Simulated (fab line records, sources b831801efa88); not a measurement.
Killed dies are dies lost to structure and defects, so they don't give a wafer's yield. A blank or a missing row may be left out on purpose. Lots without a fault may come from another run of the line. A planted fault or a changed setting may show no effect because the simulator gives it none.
fab line records | flow gf180mcu
record lots=12 wafers=36 last_day=34
route steps=602 shown STI@2 DNWELL@40 M1@332 V1@351
lots that met no fault: from a run of the same line without faults
start_h: hours from the record's first day to the start of the lot's first wafer shown | wait_h: hours since the lot's step before | " the same as in the row above | L1.1+2: a row that stands for several wafers | - no value, or no start given | * or withheld: withheld | < > ~ a bound
route shown NAME@n: a module of which the file shows steps, and the number in the route of the first | usual: mean/standard deviation of fault-free wafers | same: alike in all rows | chamber/n: place in a boat | sites: the reading at each site | _std_site: their standard deviation | _edge_site: outer sites' mean less inner sites' | radius_mm: how far each site lies from the wafer's centre | mask NAME#n: copy n | behind: the tool/chamber that last shaped the wafer | hold: why the lot was held/for how many hours/how that ended | device: the transistor (n, p or np) that didn't switch | end of line: the same wafers' tests at the end of the route | a step without rows: its recipe alone | killed: dies lost to structure and defects at the first sort, not the wafer's yield | map: a wafer's dies, x killed, . not, _ none there
set.NAME: the setting as run; set.NAME@STEP: as run at that earlier step | model.NAME: the simulator's own value behind a step, which no gauge read
steps of the route over a sample of lots; a table a step, a row a wafer
services: from which hour (start_h, from the record's first day; less than 0 if before it) a tool's chamber was out of use, for how many hours, and why
## steps
# step GF_STI_OXIDATION_01
# recipe temp_c=900 ambient=O2 stabilise_s=600 purge_s=300 target_thk_a=100 ox_time_s=1418
# usual zone_power_bottom_pct=26.4/1.3
# columns lot.wafer tool chamber start_h wait_h zone_power_bottom_pct
L750.1 furnace-02 0 10.12 0.1 25.4
L750.4 " 0 " " 25.5
L750.6 " 0 " " 25.2
L751.1 furnace-01 0 15.12 0.1 27.9
L751.2 " 0 " " 27.6
L751.4 " 0 " " 28.4
L753.2 furnace-01 0 25.12 0.1 27.9
L753.4 " 0 " " 27.5
L753.5 " 0 " " 28.4
L754.2 furnace-02 0 30.12 0.1 25.8
L754.3 " 0 " " 25.5
L754.4 " 0 " " 25.2
L757.2 furnace-01 0 45.12 0.1 28.0
L757.4 " 0 " " 27.8
L757.5 " 0 " " 28.4
L759.1 furnace-01 0 55.12 0.1 28.0
L759.2 " 0 " " 27.7
L759.5 " 0 " " 28.3
L764.2 furnace-02 0 81.20 1.2 25.3
L764.3 " 0 " " 25.4
L764.6 " 0 " " 25.0
L766.1 furnace-02 0 90.70 0.7 25.0
L766.3 " 0 " " 25.5
L766.4 " 0 " " 25.3
L769.1 furnace-02 0 105.12 0.1 25.0
L769.2 " 0 " " 25.7
L769.6 " 0 " " 25.4
L771.2 furnace-02 0 115.75 0.7 25.2
L771.3 " 0 " " 25.2
L771.5 " 0 " " 25.5
L772.1 furnace-01 0 121.03 1.0 27.7
L772.3 " 0 " " 27.8
L772.4 " 0 " " 28.2
L773.2 furnace-01 0 125.13 0.1 27.8
L773.4 " 0 " " 28.2
L773.6 " 0 " " 27.8
# step GF_STI_THK_MEAS_02
# recipe reads=SiO2_of_STI_OXIDATION_01
# usual STI_OXIDATION_THK=9.97/0.22
# columns lot.wafer tool chamber start_h wait_h STI_OXIDATION_THK[nm]
L750.1 film_metro-03 - 11.51 0.0 9.98
L750.4 " - " " 10.00
L750.6 " - " " 9.88
L751.1 film_metro-02 - 16.51 0.0 9.94
L751.2 " - " " 9.83
L751.4 " - " " 9.77
L753.2 film_metro-02 - 26.52 0.0 9.43
L753.4 " - " " 9.55
L753.5 " - " " 9.55
L754.2 film_metro-04 - 31.52 0.0 10.06
L754.3 " - " " 10.29
L754.4 " - " " 10.27
L757.2 film_metro-04 - 46.52 0.0 13.10
L757.4 " - " " 13.04
L757.5 " - " " 13.08
L759.1 film_metro-02 - 56.51 0.0 13.10
L759.2 " - " " 13.06
L759.5 " - " " 13.00
L764.2 film_metro-03 - 82.61 0.0 10.13
L764.3 " - " " 10.09
L764.6 " - " " 10.02
L766.1 film_metro-04 - 92.09 0.0 10.21
L766.3 " - " " 10.13
L766.4 " - " " 10.27
L769.1 film_metro-03 - 106.51 0.0 9.96
L769.2 " - " " 9.93
L769.6 " - " " 10.12
L771.2 film_metro-03 - 117.15 0.0 10.41
L771.3 " - " " 10.63
L771.5 " - " " 10.56
L772.1 film_metro-03 - 122.43 0.0 10.12
L772.3 " - " " 10.13
L772.4 " - " " 10.03
L773.2 film_metro-02 - 126.53 0.0 10.02
L773.4 " - " " 10.02
L773.6 " - " " 10.22
# step GF_DNWELL_STRIP_08
# recipe chemistry=O2/N2 power_w=1400 pressure_mtorr=1500 platen_temp_c=249 o2_flow_sccm=3000 n2_flow_sccm=300 overash_fraction=0.5
# usual drypump_motor_current_A=6.0/0.5 heater_power_w=340/22 oes_product_au=0.713/0.0042 strip_time_to_endpoint_s=37.68/0.13
# columns lot.wafer tool chamber start_h wait_h drypump_motor_current_A heater_power_w oes_product_au rf_hours_counter_h strip_time_to_endpoint_s
L750.1 plasma_asher-03 0 42.50 0.1 5.5 314 0.702 41 37.73
L750.4 " 1 " " 6.6 380 0.717 - 37.65
L750.6 " 0 " " 5.6 313 0.716 - 37.77
L751.1 plasma_asher-01 0 47.75 0.1 6.6 310 0.717 39 37.64
L751.2 " 1 " " 6.3 361 0.707 39 37.63
L751.4 " 1 " " 6.3 370 0.711 - 37.58
L753.2 plasma_asher-02 1 58.63 0.1 6.3 336 0.724 39 37.71
L753.4 " 0 " " 5.4 343 0.716 - 37.67
L753.5 " 1 " " 6.3 340 0.709 - 37.65
L754.2 plasma_asher-02 1 63.70 0.1 6.3 337 0.712 39 37.92
L754.3 " 1 " " 6.3 340 0.709 - 37.79
L754.4 " 0 " " 5.4 339 0.710 - 37.77
L757.2 plasma_asher-01 0 89.25 0.1 6.6 306 0.711 44 37.87
L757.4 " 0 " " 6.6 308 0.708 - 37.81
L757.5 " 0 " " 6.6 300 0.712 - 37.86
L759.1 plasma_asher-02 1 99.95 0.1 6.3 331 0.715 43 37.67
L759.2 " 0 " " 5.4 343 0.711 43 37.65
L759.5 " 1 " " 6.3 340 0.718 - 37.70
L764.2 plasma_asher-01 0 117.60 0.1 6.7 311 0.713 47 37.56
L764.3 " 0 " " 6.7 302 0.712 - 37.61
L764.6 " 1 " " 6.3 368 0.713 - 37.53
L766.1 plasma_asher-02 0 127.60 0.1 5.4 342 0.712 46 37.79
L766.3 " 0 " " 5.3 333 0.716 - 37.77
L766.4 " 1 " " 6.3 348 0.720 - 37.63
L769.1 plasma_asher-01 1 142.93 0.1 6.3 373 0.722 50 37.25
L769.2 " 0 " " 6.6 309 0.711 50 37.32
L769.6 " 0 " " 6.6 320 0.713 - 37.32
L771.2 plasma_asher-02 1 155.60 0.1 6.3 338 0.723 49 37.67
L771.3 " 0 " " 5.4 331 0.711 - 37.73
L771.5 " 1 " " 6.3 353 0.712 - 37.67
L772.1 plasma_asher-03 0 160.38 0.1 5.6 305 0.714 4 37.58
L772.3 " 0 " " 5.6 303 0.714 - 37.50
L772.4 " 1 " " 6.6 378 0.713 - 37.63
L773.2 plasma_asher-02 0 165.00 0.1 5.4 337 0.714 50 37.72
L773.4 " 0 " " 5.4 350 0.714 - 37.67
L773.6 " 1 " " 6.3 333 0.710 - 37.71
# step GF_M1_STRIP_17
# recipe chemistry=O2/N2 power_w=1400 pressure_mtorr=1500 platen_temp_c=250 o2_flow_sccm=3000 n2_flow_sccm=300 overash_fraction=0.5
# usual drypump_motor_current_A=5.9/0.36 heater_power_w=320/30 oes_product_au=0.530/0.0054 strip_time_to_endpoint_s=7.19/0.058
# columns lot.wafer tool chamber start_h wait_h drypump_motor_current_A heater_power_w oes_product_au rf_hours_counter_h strip_time_to_endpoint_s
L750.1 plasma_asher-02 1 379.38 0.1 6.3 343 0.524 71 7.23
L750.4 " 0 " " 5.4 338 0.519 - 7.09
L750.6 " 1 " " 6.3 338 0.531 - 7.16
L751.1 plasma_asher-04 1 391.18 0.1 6.0 288 0.520 60 7.11
L751.2 " 0 " " 6.0 285 0.532 60 7.21
L751.4 " 1 " " 6.0 293 0.530 - 7.22
L753.2 plasma_asher-04 0 409.18 0.1 6.0 283 0.541 62 7.26
L753.4 " 1 " " 6.0 291 0.525 - 7.12
L753.5 " 1 " " 6.0 295 0.534 - 7.11
L754.2 plasma_asher-02 1 416.53 0.1 6.3 343 0.535 76 7.14
L754.3 " 0 " " 5.4 342 0.529 - 7.13
L754.4 " 1 " " 6.3 342 0.522 - 7.23
L757.2 plasma_asher-03 0 458.33 0.1 5.5 306 0.541 34 7.22
L757.4 " 1 " " 6.6 388 0.517 - 7.21
L757.5 " 0 " " 5.5 307 0.531 - 7.15
L759.1 plasma_asher-04 1 483.98 0.1 6.0 296 0.531 70 7.19
L759.2 " 0 " " 6.0 290 0.530 70 7.22
L759.5 " 0 " " 6.0 282 0.531 - 7.19
L764.2 plasma_asher-04 1 509.31 0.1 6.0 303 0.534 72 7.24
L764.3 " 0 " " 6.0 296 0.538 - 7.35
L764.6 " 0 " " 6.0 289 0.535 - 7.16
L766.1 plasma_asher-04 1 530.38 0.1 6.0 296 0.535 75 7.19
L766.3 " 1 " " 6.0 296 0.532 - 7.23
L766.4 " 0 " " 6.0 288 0.522 - 7.12
L769.1 plasma_asher-02 0 550.78 0.1 5.4 334 0.530 91 7.28
L769.2 " 1 " " 6.3 353 0.533 91 7.15
L769.6 " 1 " " 6.3 342 0.541 - 7.28
L771.2 plasma_asher-04 0 564.86 0.1 6.0 286 0.532 77 7.26
L771.3 " 1 " " 6.0 301 0.530 - 7.23
L771.5 " 0 " " 6.0 282 0.525 - 7.16
L772.1 plasma_asher-02 1 571.23 0.1 6.3 342 0.534 94 7.18
L772.3 " 0 " " 5.3 344 0.527 - 7.15
L772.4 " 1 " " 6.3 342 0.536 - 7.31
L773.2 plasma_asher-02 0 580.78 0.1 5.3 336 0.522 95 7.19
L773.4 " 1 " " 6.3 343 0.531 - 7.21
L773.6 " 1 " " 6.3 342 0.532 - 7.23
# step GF_V1_ETCH_16
# recipe chemistry=N2/H2 target_depth_a=withheld overetch_a=withheld time_s=withheld target=BARC ion_energy_ev=200 source_w=500 bias_w=100 pressure_mtorr=30 n2_flow_sccm=100 h2_flow_sccm=200
# usual drypump_motor_current_A=5.6/0.47 h2_flow_sccm=199.9/0.5 oes_product_au=0.856/0.0048 rf_fwd_power_W=495.2/2 throttle_valve_pct=13.225/0.0096
# columns lot.wafer tool chamber start_h wait_h drypump_motor_current_A h2_flow_sccm oes_product_au rf_fwd_power_W throttle_valve_pct
L750.1 rie_diel-03 3 403.53 0.0 6.3 200.3 0.864 495.2 13.217
L750.4 " 1 " " 5.1 200.6 0.853 494.1 13.212
L750.6 " 0 " " 5.8 200.4 0.848 499.9 13.224
L751.1 rie_diel-01 1 415.53 0.0 5.8 199.3 0.855 493.4 13.238
L751.2 " 0 " " 4.9 199.0 0.854 495.4 13.242
L751.4 " 2 " " 5.5 199.0 0.852 496.7 13.243
L753.2 rie_diel-04 0 434.65 0.0 5.3 200.1 0.854 496.1 13.230
L753.4 " 3 " " 4.9 199.7 0.860 496.5 13.232
L753.5 " 0 " " 5.2 199.5 0.858 493.2 13.222
L754.2 rie_diel-03 2 441.65 0.0 5.4 199.8 0.862 495.7 13.213
L754.3 " 3 " " 6.3 200.2 0.855 492.7 13.232
L754.4 " 1 " " 5.1 200.7 0.861 493.4 13.228
L757.2 rie_diel-03 2 483.65 0.0 5.4 199.9 0.855 496.5 13.223
L757.4 " 0 " " 5.8 201.0 0.858 495.5 13.226
L757.5 " 2 " " 5.4 199.8 0.859 498.9 13.235
L759.1 rie_diel-01 0 508.48 0.0 4.9 199.1 0.858 494.3 13.228
L759.2 " 3 " " 5.9 199.5 0.853 496.2 13.249
L759.5 " 1 " " 5.8 200.1 0.858 495.0 13.239
L764.2 rie_diel-03 3 533.88 0.0 6.3 199.8 0.855 495.4 13.214
L764.3 " 0 " " 5.9 199.9 0.857 498.2 13.226
L764.6 " 2 " " 5.4 199.5 0.852 495.5 13.227
L766.1 rie_diel-01 1 554.57 0.0 5.8 199.6 0.852 494.7 13.221
L766.3 " 2 " " 5.5 200.8 0.852 497.2 13.251
L766.4 " 1 " " 5.8 200.0 0.851 492.1 13.204
L769.1 rie_diel-01 2 574.88 0.0 5.5 199.4 0.851 495.5 13.223
L769.2 " 1 " " 5.8 200.2 0.853 491.1 13.234
L769.6 " 2 " " 5.5 199.0 0.858 497.2 13.238
L771.2 rie_diel-03 3 586.85 0.0 6.3 199.5 0.855 494.2 13.218
L771.3 " 2 " " 5.4 199.5 0.852 494.3 13.226
L771.5 " 2 " " 5.4 200.0 0.854 496.3 13.219
L772.1 rie_diel-03 0 596.10 0.0 5.9 200.9 0.851 499.3 13.218
L772.3 " 1 " " 5.1 199.3 0.863 492.9 13.230
L772.4 " 3 " " 6.3 200.3 0.862 493.9 13.218
L773.2 rie_diel-03 2 603.78 0.0 5.4 200.2 0.852 495.2 13.227
L773.4 " 1 " " 5.1 199.8 0.856 494.3 13.224
L773.6 " 3 " " 6.3 200.8 0.849 493.1 13.226
## services
# columns tool chamber start_h hours kind
rie_diel-03 0 -11.39 26.9 repair
rie_diel-03 - -11.23 4.3 pm
plasma_asher-02 - 8.81 3.0 repair
plasma_asher-04 - 12.86 6.1 repair
furnace-01 - 16.51 2.6 pm
plasma_asher-02 - 38.87 14.6 pm
rie_diel-03 2 55.58 9.0 repair
furnace-01 - 56.52 28.8 repair
plasma_asher-04 - 62.08 1.5 repair
furnace-02 - 86.37 4.3 pm
furnace-01 - 91.04 3.3 pm
rie_diel-03 0 109.72 8.3 repair
furnace-02 - 177.64 4.1 pm
plasma_asher-04 - 232.34 2.2 repair
furnace-02 - 253.47 3.7 pm
plasma_asher-02 - 255.48 28.1 pm
furnace-01 - 257.78 3.7 pm
rie_diel-03 2 264.47 2.6 repair
furnace-01 - 279.41 10.7 pm
furnace-01 - 298.65 3.4 pm
rie_diel-03 0 385.85 2.9 repair
furnace-02 - 421.96 4.3 pm
furnace-01 - 426.71 3.1 pm
rie_diel-03 3 561.84 1.8 repair
## key
first_sign step=GF_STI_THK_MEAS_02 reading=STI_OXIDATION_THK direction=up sigmas=14 usual=9.97 struck=13.06
effect none on later readings
met_at GF_STI_OXIDATION_01
struck_lots L757,L759
tester_left_out L757,L759
not_acting_at GF_DNWELL_STRIP_08,GF_M1_STRIP_17,GF_V1_ETCH_16
onset_between 25.12 45.12
fault kind=process_parameter_drift tool=furnace-01 chamber=- onset_h=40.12 steps=GF_STI_OXIDATION_01 channel=ox_time_s offset=* shape=step end_h=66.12 acts_in=* stated=*
# tester_left_out: of these lots the tester's yield and bins aren't shown, on N5 and GAA mostly nor the transistor test; their killed dies are dies lost to structure and defects alone, not to doping, threshold or leakage, so they don't give the yield
